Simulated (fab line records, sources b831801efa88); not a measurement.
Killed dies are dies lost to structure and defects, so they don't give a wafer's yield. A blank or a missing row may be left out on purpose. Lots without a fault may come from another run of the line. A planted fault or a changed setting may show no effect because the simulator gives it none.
A struck lot beside a sound one | flow sky130 | 37 steps out of a route of 708
Sound: wafers L469.3, L469.5, L469.6. Struck: wafers L475.2, L475.4, L475.5. The cause comes at the end.
At each step with rows: each side's tool, then ch and its chambers, then its first start. Under that, the readings that differ: sound wafers | struck wafers | difference of the means | sigmas: that difference in standard deviations of wafers without a fault.
alike: readings whose means differ by less than 2 such deviations, and words and numbers that are the same on both sides. not compared: withheld readings, readings that some wafer has no value for, bounds like >300 that may hide the same value, and numbers for which the record gives no deviation and whose values overlap.
The two part at a step that has a row with sigmas, a row that says differs or no value, or rows on one side only. Numbers that don't overlap but have no deviation are shown without sigmas and don't part them. A reading that every wafer of one side lacks parts them only if that side has two wafers or more.

first, 10 steps without rows for these wafers: SKY_LDD_LDN_SOFTBAKE_03 (time 60 s); SKY_LDD_LDN_EXPOSE_04 (exposes mask LDNTM, target cd 700 nm); SKY_LDD_LDN_PEB_05; SKY_LDD_LDN_DEVELOP_06 (develop time 60 s); SKY_LDD_LDN_IMPLANT_08; SKY_LDD_LDN_IMPLANT_09; SKY_LDD_LDN_IMPLANT_10; SKY_LDD_LDN_IMPLANT_11; SKY_LDD_LDN_STRIP_12 (strips in O2/N2); SKY_LDD_LDN_CLEAN_14 (cleans in SC1/SC2, time 150 s).
SKY_SPACER_CVD_00: deposits Si3N4 from DCS/NH3, target thk 43.1 nm, time 740 s.
  sound on lpcvd-02 ch 1, day 25 19:43; struck on lpcvd-02 ch 0, day 27 23:23
  reading                                  | sound             | struck            | difference | sigmas
  spike_tc_bottom_C (C)                    | 791.5 792.0 791.7 | 799.4 799.0 800.0 | +7.7       | +8
  spike_tc_centre_C (C)                    | 773.9 771.9 770.5 | 781.8 782.7 780.1 | +9.4       | +8
  spike_tc_lower_C (C)                     | 769.3 769.0 767.0 | 780.3 782.4 780.9 | +12.8      | +6
  spike_tc_top_C (C)                       | 780.8 780.8 780.7 | 791.5 791.3 791.4 | +10.6      | +5
  spike_tc_upper_C (C)                     | 770.4 769.7 769.7 | 779.4 780.1 777.8 | +9.2       | +9
  susceptor_temp_C (C)                     | 770.2 770.5 770.5 | 778.3 778.7 778.6 | +8.1       | +25
  model.Si3N4_of_SPACER_CVD_00.thk_nm (nm) | 42.47 42.54 42.18 | 50.63 50.52 50.31 | +8.09      |
  alike: zone_power_bottom_pct, zone_power_centre_pct
SKY_SPACER_THK_MEAS_01:
  sound on film_metro-03, day 25 20:57; struck on film_metro-04, day 28 00:36
  reading                | sound          | struck         | difference | sigmas
  SPACER_CVD_00_THK (nm) | 42.4 42.6 42.2 | 50.7 50.5 50.3 | +8.1       | +17
SKY_SPACER_ETCHBACK_02: etches Si3N4 in CH3F/O2, stops on SiO2, time 46.7 s, target depth 45 nm.
  sound on rie_diel-02 ch 2,3, day 25 20:59; struck on rie_diel-02 ch 0,2,3, day 28 00:39
  reading                  | sound             | struck            | difference | sigmas
  oes_product_au (a.u.)    | 0.850 0.851 0.844 | 0.938 0.946 0.933 | +0.091     | +12
  model.etch.depth_nm (nm) | 42.47 42.54 42.18 | 50.63 50.52 50.31 | +8.09      |
  alike: drypump_motor_current_A, throttle_valve_pct
  not compared: rf_hours_counter_h
then, 22 steps without rows for these wafers: SKY_POLY_CUT_DEHYDRATE_00 (time 60 s); SKY_POLY_CUT_HMDS_01 (prime time 60 s); SKY_POLY_CUT_COAT_02 (resist thk 60 nm); SKY_POLY_CUT_COAT_03 (resist thk 450 nm); SKY_POLY_CUT_SOFTBAKE_04 (time 90 s); SKY_POLY_CUT_EXPOSE_05 (exposes mask NPCM, target cd 270 nm); SKY_POLY_CUT_PEB_06; SKY_POLY_CUT_DEVELOP_07 (develop time 60 s); SKY_POLY_CUT_ETCH_10 (etches BARC in N2/H2, stops on SiO2, time 45.9 s, target depth 60 nm); SKY_POLY_CUT_ETCH_11 (etches Si3N4 in CF4/CH2F2/Ar, stops on poly-Si, time 42.5 s, target depth 60 nm); SKY_POLY_CUT_STRIP_12 (strips in O2/N2); SKY_SD_P_DEHYDRATE_00 (time 60 s); SKY_SD_P_HMDS_01 (prime time 60 s); SKY_SD_P_COAT_02 (resist thk 1140 nm); SKY_SD_P_SOFTBAKE_03 (time 60 s); SKY_SD_P_EXPOSE_04 (exposes mask PSDM, target cd 380 nm); SKY_SD_P_PEB_05; SKY_SD_P_DEVELOP_06 (develop time 60 s); SKY_SD_P_IMPLANT_09; SKY_SD_P_STRIP_10 (strips in O2/N2); SKY_RES_XHIGH_DEHYDRATE_00 (time 60 s); SKY_RES_XHIGH_HMDS_01 (prime time 60 s).
-- the record jumps here: 5 days lie between the struck wafers' starts before and after (it left off in module RES_XHIGH and takes up again in module SALICIDE, whose first step shown is number 361 of the route) --
SKY_SALICIDE_CLEAN_00: cleans in HF-last, time 30 s.
  sound on wet_bench-01 ch 0, day 30 16:41; struck on wet_bench-02 ch 3, day 32 16:44
  reading                                  | sound            | struck            | difference | sigmas
  model.Si3N4_of_SPACER_CVD_00.thk_nm (nm) | 41.49 41.56 41.2 | 49.66 49.54 49.33 | +8.09      |
-- the record jumps here: 16 days lie between the struck wafers' starts before and after (it left off in module SALICIDE and takes up again in module PAD_OPEN, whose first step shown is number 708 of the route) --
SKY_PAD_OPEN_PROBE_99:
  sound on prober-01, day 48 00:12; struck on prober-01, day 49 04:16
  reading                                 | sound             | struck            | difference | sigmas
  model.etest.pfet_01v8.r_on_ohm_um       | 2921 2961 2818    | 3117 3087 3097    | +200       |
  model.etest.sonos_uncharged.r_on_ohm_um | 807.6 801.7 794.7 | 840.8 844.9 846.8 | +42.8      |
  model.etest.pfet_01v8.drive_ua_um       | 189.9 186.2 195.8 | 179.6 179.1 180.1 | -11.0      |
  model.etest.pfet_01v8_hvt.drive_ua_um   | 141.4 138.5 145.6 | 133.1 132.6 132.8 | -9.0       |
  model.etest.sram_pfet_latch.drive_ua_um | 137.3 140 156.4   | 134.1 136.5 128   | -11.7      |
  alike: killed_at_M0_to_M3, killed_at_M4_up, killed_at_contacts, killed_at_front_end, killed_at_other, killed_dies, killed_open, killed_short
  not compared: model.etest.nfet_g5v0d10v5.r_on_ohm_um, model.etest.pfet_01v8_mvt.drive_ua_um, model.etest.pfet_01v8_lvt.drive_ua_um

WHERE THEY PART
First at SKY_SPACER_CVD_00; last, within this record, at SKY_SPACER_ETCHBACK_02. Later steps at which nothing parts them and some readings are alike: SKY_PAD_OPEN_PROBE_99.

WHY: what the simulator had put in
Process parameter drift: lpcvd-02, from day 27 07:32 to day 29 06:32, at SKY_SPACER_CVD_00. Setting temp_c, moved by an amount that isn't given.
